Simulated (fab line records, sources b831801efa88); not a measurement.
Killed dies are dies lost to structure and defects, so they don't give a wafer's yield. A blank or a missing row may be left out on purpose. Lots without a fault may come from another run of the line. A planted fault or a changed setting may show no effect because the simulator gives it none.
Problem report in the 8D (eight disciplines) form, filled by code | flow sky130 | the parts of the form that need people (team, actions taken, sign-off) are left out

1. THE PROBLEM
dose_ions_cm2 at SKY_LDD_N_IMPLANT_14 reads a mean of 7e+12 on 6 wafers of 2 lots; wafers without a fault read 5e+12 with a standard deviation of 5.6e+09. That is +99 or more standard deviations from the usual mean.
First seen on wafer L221.2, day 22 18:08, on implanter-02. The record holds 42 wafers of 14 lots with a number at this step. Rule for "out", or "out of limits": more than 4 standard deviations from the usual mean. The other wafers with a number count as sound.

2. WHAT IT IS AND WHAT IT IS NOT
question                    | is                                | is not
which readings at this step | dose_ions_cm2, faraday_current_uA | -
which lots                  | L221, L222                        | L208, L209, L210, L213, L214, L215, L216, L218, L225, L228, L229, L231
which wafers of those lots  | all that have a number            | -
read on which tools         | implanter-02                      | implanter-01, implanter-04
when                        | from day 22 18:08                 | up to then (24 sound wafers); but 12 sound wafers of L225, L228, L229, L231 came after

3. SUSPECTS, AND WHAT RULES EACH OUT
Counting: a tool at a process step up to the reading stays a suspect if it ran every lot that is out and no sound lot after the first of them.
- implanter-02 at SKY_LDD_N_IMPLANT_14: ruled out as a lasting fault. Sound lots L231 ran on it after its first lot that is out, L221 (day 22 18:08).
Left after counting: nothing in the record.

4. THE CAUSE (what the simulator had put in)
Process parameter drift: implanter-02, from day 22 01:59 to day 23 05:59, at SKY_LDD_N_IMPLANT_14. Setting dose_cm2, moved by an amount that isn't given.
Counting ruled it out, wrongly.

5. THE CHAIN OF EFFECTS, in route order
Each row: a reading whose mean over the struck wafers that have a number lies more than 3 standard deviations from the usual. Only readings for which the record gives a usual standard deviation are gone through. hours: the time from each lot's start at the first step in this table that gives one to its start at this step, as a median over the lots. sigmas: the change in usual standard deviations.
hours | step                 | reading            | usual | on struck wafers | change | sigmas
0     | SKY_LDD_N_IMPLANT_14 | dose_ions_cm2      | 5e+12 | 7e+12            | +2e+12 | +99 or more
0     | SKY_LDD_N_IMPLANT_14 | faraday_current_uA | 28.2  | 40.3             | +12.1  | +21
The process steps in it:
- SKY_LDD_N_IMPLANT_14

6. WHAT WOULD HAVE CAUGHT IT SOONER
In this record the first reading out of limits was taken at day 22 18:08, 16 hours after the fault began at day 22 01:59.
